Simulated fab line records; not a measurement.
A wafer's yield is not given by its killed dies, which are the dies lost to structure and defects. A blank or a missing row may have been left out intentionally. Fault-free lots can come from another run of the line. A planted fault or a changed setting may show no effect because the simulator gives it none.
fab line records	flow sfq-line
record lots=5	wafers=15	last-day=92
route steps=325 shown JJ@180 M5@198 A5B@209
lots that met no fault: from a run of the same line without faults
start-h: start of the lot's first displayed wafer, in hours after the record's first day	wait-h: hours elapsed since this lot's preceding step	" repeats the value in the row above	L1.1+2: a single row standing in for several wafers	- no value, or no start given	* or withheld: withheld	< > ~ a bound
route shown NAME@n: a module of which the file shows steps, and the number in the route of the first	usual: mean/standard deviation of fault-free wafers	same: alike in all rows	chamber/n: place in a boat	sites: each site's reading	_std_site: standard deviation of those values	_edge_site: mean of outer sites minus mean of inner sites	radius-mm: for every site, how far away it sits from the centre of the wafer	mask NAME#n: copy n	behind: the tool/chamber that last shaped the wafer	hold: cause of the lot's hold/its duration in hours/its outcome	device: which transistor (n, p or np) failed to switch	end of line: at the end of the route, the tests of the same wafers	a step given without rows: its recipe and nothing more	killed: the dies lost at the first sort to structure and to defects; this is not the yield of the wafer	map: per-die view of a wafer (x killed, . not killed, _ where there is no die)
set.NAME: the run value of the setting; set.NAME@STEP: its run value at that earlier step	model.NAME: the simulator's own value behind a step, which no gauge read
lots at selected steps of the route; one table per step, one row per wafer
services: the hour from which a tool's chamber was out of use, counted from the record's first day as start-h (under 0 if before that day), plus the number of hours and why
## steps
# step SFQ_TRILAYER_JJ_TRILAYER_DEP_SPUTTER_110
# recipe material=Al	base-pressure-pa=1.33e-06	target-thk-nm=8	power-w=500	time-s=10	chamber-pressure-pa=0.4
# usual throttle-valve-pct=30.1/1.2
lot.wafer	tool	chamber	start-h	wait-h	throttle-valve-pct
L077.3	pvd-sputter-03	-	1358.73	0.0	28.3
L077.4	"	-	"	"	30.7
L077.6	"	-	"	"	29.8
L078.2	pvd-sputter-05	-	1378.39	0.0	31.1
L078.3	"	-	"	"	31.6
L078.6	"	-	"	"	28.2
L081.3	pvd-sputter-03	-	1391.81	0.0	29.7
L081.5	"	-	"	"	27.8
L081.6	"	-	"	"	30.8
L087.1	pvd-sputter-06	-	1553.46	0.0	31.1
L087.2	"	-	"	"	29.5
L087.5	"	-	"	"	31.5
L093.3	pvd-sputter-05	-	1591.91	0.0	31.3
L093.4	"	-	"	"	31.8
L093.5	"	-	"	"	31.8
# step SFQ_TRILAYER_JJ_TRILAYER_DEP_AL_OXIDATION_111
# recipe pressure-mbar=0.014667	oxidation-time-s=600	temperature-k=293
# usual pressure-mbar=0.01467/2.8e-05
lot.wafer	tool	chamber	start-h	wait-h	pressure-mbar
L077.3	pvd-sputter-03	-	1358.75	0.0	0.014669
L077.4	"	-	"	"	0.014746
L077.6	"	-	"	"	0.014687
L078.2	pvd-sputter-05	-	1378.41	0.0	0.01463
L078.3	"	-	"	"	0.014687
L078.6	"	-	"	"	0.014714
L081.3	pvd-sputter-03	-	1391.83	0.0	0.014697
L081.5	"	-	"	"	0.014635
L081.6	"	-	"	"	0.014694
L087.1	pvd-sputter-06	-	1553.48	0.0	0.01467
L087.2	"	-	"	"	0.014671
L087.5	"	-	"	"	0.014671
L093.3	pvd-sputter-05	-	1591.94	0.0	0.014682
L093.4	"	-	"	"	0.014705
L093.5	"	-	"	"	0.014684
# step SFQ_TRILAYER_JJ_TRILAYER_DEP_SPUTTER_112
# recipe material=Nb	base-pressure-pa=1.33e-06	chamber-pressure-pa=0.1333	substrate-temp-c=20	target-thk-nm=170	power-w=2000	time-s=113.3
# usual throttle-valve-pct=30.1/1.2
lot.wafer	tool	chamber	start-h	wait-h	throttle-valve-pct
L077.3	pvd-sputter-03	-	1359.75	0.5	27.7
L077.4	"	-	"	"	30.6
L077.6	"	-	"	"	29.6
L078.2	pvd-sputter-05	-	1379.41	0.5	31.0
L078.3	"	-	"	"	31.6
L078.6	"	-	"	"	28.1
L081.3	pvd-sputter-03	-	1392.83	0.5	29.8
L081.5	"	-	"	"	27.8
L081.6	"	-	"	"	30.7
L087.1	pvd-sputter-06	-	1554.48	0.5	31.3
L087.2	"	-	"	"	29.5
L087.5	"	-	"	"	31.3
L093.3	pvd-sputter-05	-	1592.94	0.5	31.1
L093.4	"	-	"	"	31.5
L093.5	"	-	"	"	31.6
# step SFQ_JJ_RS_MEAS_929
# recipe thk-meas-gauge=four-point-probe	reads=Nb_of_TRILAYER_JJ_TRILAYER_DEP_SPUTTER_112
# usual JJ_NB_RS=1.041/0.014
lot.wafer	tool	chamber	start-h	wait-h	JJ_NB_RS[ohm/sq]
L077.3	film-metro-01	-	1359.87	0.1	1.057
L077.4	"	-	"	"	1.034
L077.6	"	-	"	"	1.051
L078.2	film-metro-01	-	1379.51	0.1	1.024
L078.3	"	-	"	"	1.038
L078.6	"	-	"	"	1.043
L081.3	film-metro-02	-	1392.95	0.1	1.064
L081.5	"	-	"	"	1.073
L081.6	"	-	"	"	1.063
L087.1	film-metro-03	-	1554.56	0.0	1.055
L087.2	"	-	"	"	1.042
L087.5	"	-	"	"	1.049
L093.3	film-metro-02	-	1593.06	0.1	1.039
L093.4	"	-	"	"	1.038
L093.5	"	-	"	"	1.040
# step SFQ_TRILAYER_JJ_CE_LITHO_COAT_119
# recipe resist=BARC	spin-rpm=3000	resist-thk-nm=62
# usual dispense-pressure-kPa=51/3	spin-speed-rpm=3000.2/2
lot.wafer	tool	chamber	start-h	wait-h	dispense-pressure-kPa	spin-speed-rpm
L077.3	litho-track-03	0	1360.11	0.1	56	3000.7
L077.4	"	0	"	"	56	3001.7
L077.6	"	0	"	"	56	3001.9
L078.2	litho-track-01	0	1379.72	0.1	49	3002.7
L078.3	"	0	"	"	49	2999.9
L078.6	"	0	"	"	49	3000.6
L081.3	litho-track-01	0	1393.47	0.4	49	3005.4
L081.5	"	0	"	"	49	3002.7
L081.6	"	0	"	"	49	3001.1
L087.1	litho-track-02	0	1554.74	0.1	49	3003.9
L087.2	"	0	"	"	49	2999.5
L087.5	"	0	"	"	49	3002.0
L093.3	litho-track-02	0	1593.30	0.1	49	3003.3
L093.4	"	0	"	"	49	2998.3
L093.5	"	0	"	"	49	3001.9
# step SFQ_TRILAYER_JJ_CE_LITHO_COAT_114
# recipe resist=KrF	spin-rpm=3000	resist-thk-nm=600
# usual dispense-pressure-kPa=51/3	spin-speed-rpm=3000.1/1.9
lot.wafer	tool	chamber	start-h	wait-h	dispense-pressure-kPa	spin-speed-rpm
L077.3	litho-track-03	0	1360.41	0.2	56	3000.3
L077.4	"	0	"	"	56	2996.9
L077.6	"	0	"	"	56	2999.4
L078.2	litho-track-01	0	1380.02	0.2	49	3003.9
L078.3	"	0	"	"	49	3001.5
L078.6	"	0	"	"	49	2997.8
L081.3	litho-track-01	0	1393.77	0.2	49	3002.0
L081.5	"	0	"	"	49	2999.0
L081.6	"	0	"	"	49	3000.4
L087.1	litho-track-02	0	1555.04	0.2	49	2999.8
L087.2	"	0	"	"	49	2998.6
L087.5	"	0	"	"	49	2999.2
L093.3	litho-track-02	0	1593.60	0.2	49	3001.2
L093.4	"	0	"	"	49	2998.6
L093.5	"	0	"	"	49	2999.3
# step SFQ_TRILAYER_JJ_CE_LITHO_SOFTBAKE_118
# recipe temp-c=withheld	time-s=withheld	resist=KrF
lot.wafer	tool	chamber	start-h	wait-h
L077.3+4+6	litho-track-03	0	1360.66	0.2
L078.2+3+6	litho-track-01	0	1380.30	0.2
L081.3+5+6	litho-track-01	0	1394.02	0.2
L087.1+2+5	litho-track-02	0	1555.34	0.2
L093.3+4+5	litho-track-02	0	1593.85	0.2
# step SFQ_TRILAYER_JJ_CE_LITHO_EXPOSE_115
# recipe mask-id=J5	na=0.6	source-shape=conventional	sigma-outer=0.65	target-cd-nm=700	dose-mj=14.4
lot.wafer	tool	chamber	start-h	wait-h	mask
L077.3+4+6	krf-scanner-02	0	1480.69	-	J5#0
L078.2+3+6	krf-scanner-02	0	1494.89	-	J5#0
L081.3+5+6	krf-scanner-02	0	1507.09	-	J5#0
L087.1+2+5	krf-scanner-02	0	1632.65	-	J5#0
L093.3+4+5	krf-scanner-02	0	1657.05	-	J5#0
# step SFQ_TRILAYER_JJ_CE_LITHO_PEB_117
# recipe peb-temp-c=115	peb-time-s=60	resist=KrF
# same peb-time-s=60
lot.wafer	tool	chamber	start-h	wait-h
L077.3+4+6	litho-track-03	0	1481.54	0.7
L078.2+3+6	litho-track-03	0	1495.92	0.8
L081.3+5+6	litho-track-03	0	1507.94	0.7
L087.1+2+5	litho-track-01	0	1633.85	1.0
L093.3+4+5	litho-track-03	0	1657.90	0.7
# step SFQ_TRILAYER_JJ_CE_LITHO_DEVELOP_116
# recipe time-s=60	resist=KrF
lot.wafer	tool	chamber	start-h	wait-h
L077.3+4+6	litho-track-03	0	1481.69	0.1
L078.2+3+6	litho-track-03	0	1496.07	0.1
L081.3+5+6	litho-track-03	0	1508.09	0.1
L087.1+2+5	litho-track-01	0	1634.00	0.1
L093.3+4+5	litho-track-03	0	1658.05	0.1
# step SFQ_JJ_OVL_MEAS_931
# usual J5_OVL=-3/4.1
lot.wafer	tool	chamber	start-h	wait-h	J5_OVL[nm]
L077.3	overlay-02	-	1481.80	0.1	-3
L077.4	"	-	"	"	-9
L077.6	"	-	"	"	-3
L078.2	overlay-02	-	1496.20	0.1	-10
L078.3	"	-	"	"	-7
L078.6	"	-	"	"	-8
L081.3	overlay-02	-	1508.20	0.1	3
L081.5	"	-	"	"	-1
L081.6	"	-	"	"	-5
L087.1	overlay-01	-	1634.15	0.1	1
L087.2	"	-	"	"	0
L087.5	"	-	"	"	-3
L093.3	overlay-02	-	1658.16	0.1	-2
L093.4	"	-	"	"	0
L093.5	"	-	"	"	-1
# step SFQ_TRILAYER_JJ_CE_METRO_MEASURE_117
# usual cd-nm=699.9/1.4
lot.wafer	tool	chamber	start-h	wait-h	cd-nm
L077.3	cd-sem-02	-	1482.23	0.4	698.1
L077.4	"	-	"	"	698.4
L077.6	"	-	"	"	699.1
L078.2	cd-sem-01	-	1496.43	0.2	699.7
L078.3	"	-	"	"	698.7
L078.6	"	-	"	"	698.6
L081.3	cd-sem-02	-	1508.63	0.4	698.7
L081.5	"	-	"	"	698.2
L081.6	"	-	"	"	699.0
L087.1	cd-sem-02	-	1634.18	0.0	699.2
L087.2	"	-	"	"	699.5
L087.5	"	-	"	"	699.2
L093.3	cd-sem-02	-	1658.58	0.4	698.9
L093.4	"	-	"	"	698.0
L093.5	"	-	"	"	698.1
# step SFQ_TRILAYER_JJ_CE_BARC_OPEN_RIE_150
# recipe mask-material=PR	chemistry=O2	target-depth-nm=240	target=BARC	icp-w=600	bias-w=80	pressure-mtorr=10	time-s=80
# usual chamber-pressure-mTorr=9.999/0.01	drypump-motor-current-A=5.5/0.3	oes-product-au=0.538/0.0046
lot.wafer	tool	chamber	start-h	wait-h	chamber-pressure-mTorr	drypump-motor-current-A	oes-product-au	rf-hours-counter-h
L077.3	rie-metal-04	0	1483.06	0.6	9.991	5.4	0.539	-
L077.4	"	1	"	"	9.998	5.5	0.546	-
L077.6	"	0	"	"	9.997	5.4	0.540	-
L078.2	rie-metal-03	0	1497.43	0.8	10.008	6.0	0.534	72
L078.3	"	0	"	"	10.009	5.9	0.537	-
L078.6	"	0	"	"	9.997	5.9	0.535	-
L081.3	rie-metal-03	0	1509.46	0.6	9.993	5.9	0.528	-
L081.5	"	0	"	"	9.995	5.9	0.535	-
L081.6	"	1	"	"	10.017	5.2	0.537	-
L087.1	rie-metal-04	0	1635.38	1.0	9.997	5.4	0.538	13
L087.2	"	1	"	"	9.980	5.5	0.544	92
L087.5	"	1	"	"	9.995	5.5	0.542	-
L093.3	rie-metal-03	0	1659.42	0.6	9.991	5.9	0.534	-
L093.4	"	1	"	"	9.989	5.2	0.540	-
L093.5	"	1	"	"	10.001	5.2	0.536	-
# step SFQ_TRILAYER_JJ_CE_ETCH_RIE_118
# recipe target=Nb	stop-on=Al2O3	mask-material=PR	taper-deg=13.257	over-etch-frac=0.15	time-s=97.7	chemistry=SF6	target-depth-nm=170	icp-w=600	bias-w=80	pressure-mtorr=10
# usual chamber-pressure-mTorr=10.001/0.0082	drypump-motor-current-A=5.5/0.3	oes-product-au=0.989/0.011
lot.wafer	tool	chamber	start-h	wait-h	chamber-pressure-mTorr	drypump-motor-current-A	oes-product-au	rf-hours-counter-h
L077.3	rie-metal-04	0	1483.16	0.1	10.012	5.4	0.987	-
L077.4	"	1	"	"	9.991	5.5	0.989	-
L077.6	"	0	"	"	10.005	5.4	0.989	-
L078.2	rie-metal-03	0	1497.52	0.1	10.006	5.9	1.001	72
L078.3	"	0	"	"	10.014	5.9	0.998	-
L078.6	"	0	"	"	10.004	5.9	1.001	-
L081.3	rie-metal-03	0	1509.56	0.1	10.013	5.9	0.983	-
L081.5	"	0	"	"	9.991	5.9	0.985	-
L081.6	"	1	"	"	10.007	5.2	0.989	-
L087.1	rie-metal-04	0	1635.48	0.1	9.984	5.4	0.992	13
L087.2	"	1	"	"	10.011	5.5	0.976	92
L087.5	"	1	"	"	9.997	5.5	0.980	-
L093.3	rie-metal-03	0	1659.51	0.1	10.013	5.9	1.002	-
L093.4	"	1	"	"	10.000	5.1	0.996	-
L093.5	"	1	"	"	10.011	5.2	0.990	-
# step SFQ_TRILAYER_JJ_ANODIZE_ANODIZE_119
# recipe current-density-ma-cm2=withheld	end-current-density-ma-cm2=withheld	bath-temp-c=withheld
lot.wafer	tool	chamber	start-h	wait-h
L077.3+4+6	wet-bench-06	4,0,5	1483.23	0.0
L078.2+3+6	wet-bench-05	0,3,6	1497.63	0.1
L081.3+5+6	wet-bench-06	4,6,3	1509.63	0.0
L087.1+2+5	wet-bench-06	7,0,2	1635.58	0.1
L093.3+4+5	wet-bench-06	1,7,0	1659.58	0.0
# step SFQ_TRILAYER_JJ_CE_STRIP_STRIP_120
# recipe gas=O2	power-w=200	platen-temp-c=40	overash-fraction=0.65	chemistry=O2	pressure-mtorr=50
# usual chamber-pressure-mTorr=50.00/0.044	drypump-motor-current-A=5.5/0.33	oes-product-au=0.999/0.017
lot.wafer	tool	chamber	start-h	wait-h	chamber-pressure-mTorr	drypump-motor-current-A	oes-product-au	rf-hours-counter-h
L077.3	rie-metal-03	1	1483.93	0.2	49.95	5.1	0.990	-
L077.4	"	0	"	"	50.05	6.0	1.014	-
L077.6	"	0	"	"	49.94	6.0	1.015	-
L078.2	rie-metal-01	0	1498.13	0.0	50.03	5.3	0.967	31
L078.3	"	1	"	"	50.05	6.0	1.018	-
L078.6	"	1	"	"	50.00	6.0	1.024	-
L081.3	rie-metal-01	1	1510.33	0.2	49.89	6.0	1.022	-
L081.5	"	1	"	"	50.02	6.0	1.009	-
L081.6	"	0	"	"	50.05	5.3	0.974	-
L087.1	rie-metal-01	1	1636.08	0.0	50.01	6.0	1.000	53
L087.2	"	0	"	"	50.03	5.3	0.976	48
L087.5	"	1	"	"	50.06	6.0	0.992	-
L093.3	rie-metal-04	1	1660.28	0.2	50.03	5.5	0.985	-
L093.4	"	0	"	"	50.08	5.4	1.023	-
L093.5	"	0	"	"	50.00	5.4	1.015	-
# step SFQ_TRILAYER_JJ_CE_STRIP_SOLV_CLEAN_121
# recipe chemistry=NMP	temp-c=70	time-s=600
# usual bath-heat-duty-pct=13.7/1.3
lot.wafer	tool	chamber	start-h	wait-h	bath-heat-duty-pct
L077.3	wet-bench-04	6	1484.33	0.2	15.1
L077.4	"	7	"	"	10.5
L077.6	"	5	"	"	15.7
L078.2	wet-bench-04	5	1498.73	0.4	15.4
L078.3	"	2	"	"	13.1
L078.6	"	6	"	"	13.7
L081.3	wet-bench-01	2	1510.73	0.2	13.0
L081.5	"	3	"	"	13.3
L081.6	"	4	"	"	12.8
L087.1	wet-bench-01	4	1636.68	0.4	14.2
L087.2	"	0	"	"	14.1
L087.5	"	7	"	"	13.0
L093.3	wet-bench-01	2	1660.68	0.2	14.0
L093.4	"	0	"	"	13.4
L093.5	"	3	"	"	13.4
# step SFQ_TRILAYER_M5_LITHO_COAT_128
# recipe resist=BARC	spin-rpm=3000	resist-thk-nm=62
# usual dispense-pressure-kPa=51.3/2.9	spin-speed-rpm=3000.0/1.9
lot.wafer	tool	chamber	start-h	wait-h	dispense-pressure-kPa	spin-speed-rpm
L077.3	litho-track-01	0	1484.60	0.1	49.0	2999.6
L077.4	"	0	"	"	49.0	2998.6
L077.6	"	0	"	"	49.0	2999.9
L078.2	litho-track-01	0	1498.95	0.1	49.0	3000.6
L078.3	"	0	"	"	49.0	2999.8
L078.6	"	0	"	"	49.0	3001.8
L081.3	litho-track-01	0	1511.00	0.1	49.0	2997.9
L081.5	"	0	"	"	49.0	3002.0
L081.6	"	0	"	"	49.0	3000.9
L087.1	litho-track-03	0	1636.86	0.0	55.8	3002.2
L087.2	"	0	"	"	55.8	3002.8
L087.5	"	0	"	"	55.7	3001.5
L093.3	litho-track-01	0	1660.96	0.1	49.0	2997.9
L093.4	"	0	"	"	49.0	3000.6
L093.5	"	0	"	"	49.0	2996.6
# step SFQ_TRILAYER_M5_LITHO_COAT_123
# recipe resist=KrF	spin-rpm=3000	resist-thk-nm=600
# usual dispense-pressure-kPa=51.3/2.9	spin-speed-rpm=2999.7/1.8
lot.wafer	tool	chamber	start-h	wait-h	dispense-pressure-kPa	spin-speed-rpm
L077.3	litho-track-01	0	1484.90	0.2	49.0	3000.3
L077.4	"	0	"	"	49.0	2998.4
L077.6	"	0	"	"	49.0	2995.8
L078.2	litho-track-01	0	1499.25	0.2	49.0	2999.3
L078.3	"	0	"	"	49.0	2997.2
L078.6	"	0	"	"	49.0	2999.5
L081.3	litho-track-01	0	1511.30	0.2	49.0	2998.2
L081.5	"	0	"	"	49.0	2996.2
L081.6	"	0	"	"	49.0	2999.0
L087.1	litho-track-03	0	1637.16	0.2	55.8	3002.5
L087.2	"	0	"	"	55.8	3001.3
L087.5	"	0	"	"	55.8	2999.7
L093.3	litho-track-01	0	1661.26	0.2	49.0	3001.2
L093.4	"	0	"	"	49.0	3003.9
L093.5	"	0	"	"	49.0	3000.1
# step SFQ_TRILAYER_M5_LITHO_SOFTBAKE_127
# recipe temp-c=withheld	time-s=withheld	resist=KrF
lot.wafer	tool	chamber	start-h	wait-h
L077.3+4+6	litho-track-01	0	1485.15	0.2
L078.2+3+6	litho-track-01	0	1499.53	0.2
L081.3+5+6	litho-track-01	0	1511.55	0.2
L087.1+2+5	litho-track-03	0	1637.46	0.2
L093.3+4+5	litho-track-01	0	1661.51	0.2
# step SFQ_TRILAYER_M5_LITHO_EXPOSE_124
# recipe mask-id=M5	na=0.6	source-shape=conventional	sigma-outer=0.65	target-cd-nm=700	dose-mj=14.4
lot.wafer	tool	chamber	start-h	wait-h	mask
L077.3+4+6	krf-scanner-02	0	1592.15	-	M5#0
L078.2+3+6	krf-scanner-02	0	1604.05	-	M5#0
L081.3+5+6	krf-scanner-02	0	1612.65	-	M5#0
L087.1+2+5	krf-scanner-02	0	1706.19	-	M5#0
L093.3+4+5	krf-scanner-01	0	1751.27	-	M5#0
# step SFQ_TRILAYER_M5_LITHO_PEB_126
# recipe peb-temp-c=115	peb-time-s=60	resist=KrF
# same peb-time-s=60
lot.wafer	tool	chamber	start-h	wait-h
L077.3+4+6	litho-track-03	0	1593.00	0.7
L078.2+3+6	litho-track-04	0	1605.07	0.8
L081.3+5+6	litho-track-04	0	1613.50	0.7
L087.1+2+5	litho-track-01	0	1707.39	1.0
L093.3+4+5	litho-track-01	0	1752.12	0.7
# step SFQ_TRILAYER_M5_LITHO_DEVELOP_125
# recipe time-s=60	resist=KrF
lot.wafer	tool	chamber	start-h	wait-h
L077.3+4+6	litho-track-03	0	1593.15	0.1
L078.2+3+6	litho-track-04	0	1605.22	0.1
L081.3+5+6	litho-track-04	0	1613.65	0.1
L087.1+2+5	litho-track-01	0	1707.54	0.1
L093.3+4+5	litho-track-01	0	1752.27	0.1
# step SFQ_M5_OVL_MEAS_932
# usual M5_OVL=-4/5.3
lot.wafer	tool	chamber	start-h	wait-h	M5_OVL[nm]
L077.3	overlay-01	-	1593.26	0.1	-7
L077.4	"	-	"	"	-7
L077.6	"	-	"	"	-10
L078.2	overlay-02	-	1605.35	0.1	2
L078.3	"	-	"	"	-7
L078.6	"	-	"	"	1
L081.3	overlay-02	-	1613.76	0.1	-5
L081.5	"	-	"	"	2
L081.6	"	-	"	"	-7
L087.1	overlay-01	-	1707.69	0.1	-14
L087.2	"	-	"	"	-11
L087.5	"	-	"	"	-10
L093.3	overlay-01	-	1752.38	0.1	2
L093.4	"	-	"	"	-4
L093.5	"	-	"	"	6
# step SFQ_TRILAYER_M5_BARC_OPEN_METAL_ETCH_161
# recipe mask-material=PR	chemistry=O2	target-depth-nm=125	target=BARC	icp-w=600	bias-w=80	pressure-mtorr=10	time-s=41.7
# usual chamber-pressure-mTorr=10.000/0.0082	drypump-motor-current-A=5.7/0.43	oes-product-au=0.685/0.0047
lot.wafer	tool	chamber	start-h	wait-h	chamber-pressure-mTorr	drypump-motor-current-A	oes-product-au	rf-hours-counter-h
L077.3	rie-metal-04	0	1593.30	0.0	10.013	5.4	0.684	-
L077.4	"	1	"	"	10.000	5.5	0.680	-
L077.6	"	0	"	"	10.004	5.4	0.691	-
L078.2	rie-metal-02	0	1605.38	0.0	10.002	5.5	0.683	114
L078.3	"	0	"	"	9.994	5.5	0.694	-
L078.6	"	1	"	"	10.002	6.3	0.688	-
L081.3	rie-metal-03	0	1613.80	0.0	9.990	5.9	0.685	-
L081.5	"	0	"	"	10.011	6.0	0.683	-
L081.6	"	1	"	"	9.995	5.1	0.680	-
L087.1	rie-metal-02	1	1707.72	0.0	9.999	6.3	0.681	25
L087.2	"	1	"	"	10.009	6.3	0.693	-
L087.5	"	1	"	"	9.998	6.3	0.682	-
L093.3	rie-metal-04	0	1752.43	0.0	10.011	5.4	0.688	-
L093.4	"	1	"	"	10.005	5.5	0.682	-
L093.5	"	0	"	"	9.999	5.4	0.690	-
# step SFQ_TRILAYER_M5_ETCH_METAL_ETCH_126
# recipe target=Nb	stop-on=SiO2	mask-material=PR	over-etch-frac=0.15	time-s=203.2	chemistry=Cl2/BCl3	target-depth-nm=265	icp-w=600	bias-w=80	pressure-mtorr=10
# usual chamber-pressure-mTorr=9.999/0.01	drypump-motor-current-A=5.7/0.43	oes-product-au=0.728/0.0057
lot.wafer	tool	chamber	start-h	wait-h	chamber-pressure-mTorr	drypump-motor-current-A	oes-product-au	rf-hours-counter-h
L077.3	rie-metal-04	0	1593.41	0.1	10.012	5.4	0.724	-
L077.4	"	1	"	"	10.020	5.5	0.731	-
L077.6	"	0	"	"	10.007	5.4	0.729	-
L078.2	rie-metal-02	0	1605.44	0.0	9.997	5.5	0.724	114
L078.3	"	0	"	"	9.990	5.5	0.723	-
L078.6	"	1	"	"	10.004	6.3	0.722	-
L081.3	rie-metal-03	0	1613.91	0.1	9.985	5.9	0.730	-
L081.5	"	0	"	"	9.992	5.9	0.730	-
L081.6	"	1	"	"	10.000	5.2	0.733	-
L087.1	rie-metal-02	1	1707.88	0.1	9.993	6.3	0.716	25
L087.2	"	1	"	"	10.002	6.3	0.720	-
L087.5	"	1	"	"	9.993	6.3	0.720	-
L093.3	rie-metal-04	0	1752.53	0.1	9.994	5.4	0.729	-
L093.4	"	1	"	"	10.013	5.5	0.735	-
L093.5	"	0	"	"	9.987	5.4	0.732	-
# step SFQ_TRILAYER_M5_STRIP_STRIP_127
# recipe gas=O2	power-w=200	platen-temp-c=40	overash-fraction=0.65	chemistry=O2	pressure-mtorr=50
# usual chamber-pressure-mTorr=50.00/0.047	drypump-motor-current-A=5.7/0.42	oes-product-au=1.002/0.012
lot.wafer	tool	chamber	start-h	wait-h	chamber-pressure-mTorr	drypump-motor-current-A	oes-product-au	rf-hours-counter-h
L077.3	rie-metal-04	0	1593.74	0.3	50.03	5.4	1.003	-
L077.4	"	1	"	"	50.00	5.5	0.992	-
L077.6	"	0	"	"	50.00	5.4	1.002	-
L078.2	rie-metal-02	0	1605.64	0.1	49.98	5.5	1.006	115
L078.3	"	0	"	"	50.00	5.5	1.006	-
L078.6	"	1	"	"	50.01	6.3	1.011	-
L081.3	rie-metal-03	0	1614.24	0.3	49.87	5.9	1.019	-
L081.5	"	0	"	"	50.04	5.9	1.003	-
L081.6	"	1	"	"	49.97	5.2	0.995	-
L087.1	rie-metal-02	1	1708.40	0.4	50.01	6.3	1.019	25
L087.2	"	1	"	"	49.99	6.3	1.016	-
L087.5	"	1	"	"	50.02	6.3	1.008	-
L093.3	rie-metal-04	0	1752.86	0.3	50.00	5.4	1.013	-
L093.4	"	1	"	"	50.07	5.5	0.977	-
L093.5	"	0	"	"	50.04	5.4	1.007	-
# step SFQ_TRILAYER_M5_STRIP_SOLV_CLEAN_128
# recipe chemistry=NMP	temp-c=70	time-s=600
# usual bath-heat-duty-pct=13.1/1.5
lot.wafer	tool	chamber	start-h	wait-h	bath-heat-duty-pct
L077.3	wet-bench-03	1	1594.14	0.2	14.2
L077.4	"	4	"	"	10.5
L077.6	"	6	"	"	16.4
L078.2	wet-bench-01	4	1606.24	0.4	13.0
L078.3	"	0	"	"	13.5
L078.6	"	7	"	"	13.3
L081.3	wet-bench-03	6	1614.64	0.2	15.7
L081.5	"	4	"	"	11.6
L081.6	"	3	"	"	12.2
L087.1	wet-bench-03	1	1710.00	1.3	11.5
L087.2	"	3	"	"	12.3
L087.5	"	2	"	"	12.1
L093.3	wet-bench-02	6	1753.26	0.2	13.8
L093.4	"	3	"	"	11.6
L093.5	"	0	"	"	15.0
# step SFQ_TRILAYER_A5B_DEP_PECVD_129
# recipe material=SiO2	temp-c=150	time-s=133.33	pressure-torr=2.4	rf-w=183.3	precursor=SiH4/N2O	target-thk-nm=600
# usual heater-power-w=83/15	susceptor-temp-C=150.00/0.14	throttle-valve-pct=24.4/1.5
lot.wafer	tool	chamber	start-h	wait-h	heater-power-w	susceptor-temp-C	throttle-valve-pct
L077.3	pecvd-02	0	1594.31	0.0	83	150.00	25.6
L077.4	"	0	"	"	83	149.93	25.8
L077.6	"	2	"	"	65	149.93	23.8
L078.2	pecvd-03	0	1606.43	0.0	108	149.98	23.2
L078.3	"	1	"	"	90	150.11	27.6
L078.6	"	1	"	"	93	149.99	27.3
L081.3	pecvd-03	1	1614.83	0.0	77	149.67	27.3
L081.5	"	1	"	"	85	149.72	27.2
L081.6	"	0	"	"	93	149.90	23.4
L087.1	pecvd-02	1	1710.18	0.0	62	150.26	22.5
L087.2	"	2	"	"	68	149.98	23.2
L087.5	"	1	"	"	65	150.01	22.5
L093.3	pecvd-03	1	1753.44	0.0	93	150.00	28.0
L093.4	"	2	"	"	99	150.05	24.9
L093.5	"	0	"	"	104	149.94	23.6
# step SFQ_TRILAYER_A5B_CMP_CMP_130
# recipe stop-on=Nb	down-force-psi=3	platen-rpm=60	target-thk-nm=340.7
# usual motor-current-A=10.3/0.67	slurry-flow-ml-min=150.0/0.48
lot.wafer	tool	chamber	start-h	wait-h	motor-current-A	slurry-flow-ml-min
L077.4	cmp-02	2	1604.95	10.5	9.7	149.8
L077.3	"	3	"	"	10.7	150.2
L077.6	"	3	1607.45	13.0	10.4	149.9
L078.2	cmp-01	2	1630.74	24.3	11.1	149.6
L078.3	"	1	1632.24	25.8	10.0	150.7
L078.6	"	3	1633.24	26.7	10.1	150.8
L081.3	cmp-02	1	1652.69	37.8	9.5	150.6
L081.5	"	2	"	"	9.8	149.3
L081.6	"	3	"	"	11.2	150.8
L087.2	cmp-02	2	1717.69	7.5	9.8	150.3
L087.1	"	3	"	"	10.9	149.7
L087.5	"	1	1719.19	8.9	9.6	150.2
L093.4	cmp-02	2	1753.53	0.0	9.9	151.2
L093.3	"	0	1754.53	1.0	10.1	149.7
L093.5	"	2	1755.53	2.0	10.1	151.0
## services
tool	chamber	start-h	hours	kind
cd-sem-02	-	1340.58	0.6	pm
pvd-sputter-03	-	1351.25	5.1	repair
krf-scanner-02	-	1410.92	0.8	pm
krf-scanner-02	-	1418.87	1.3	pm
rie-metal-03	1	1430.64	24.1	repair
rie-metal-03	-	1447.47	2.8	pm
rie-metal-02	-	1451.27	0.7	repair
krf-scanner-02	-	1522.04	0.2	repair
krf-scanner-02	-	1523.49	1.0	pm
pvd-sputter-05	-	1540.60	9.2	repair
krf-scanner-02	-	1567.45	0.8	repair
krf-scanner-02	-	1583.84	3.6	pm
rie-metal-02	-	1585.15	2.8	pm
krf-scanner-02	-	1595.35	1.3	pm
rie-metal-03	-	1600.04	2.0	repair
rie-metal-02	1	1615.20	3.7	repair
rie-metal-03	-	1622.14	0.2	repair
rie-metal-04	-	1642.61	1.8	repair
krf-scanner-02	-	1663.85	1.0	pm
rie-metal-04	-	1679.48	15.6	pm
krf-scanner-02	-	1715.79	4.0	pm
pvd-sputter-03	-	1740.14	6.9	repair
krf-scanner-02	-	1742.61	4.4	pm
krf-scanner-02	-	1748.18	0.8	pm
## key
fault none
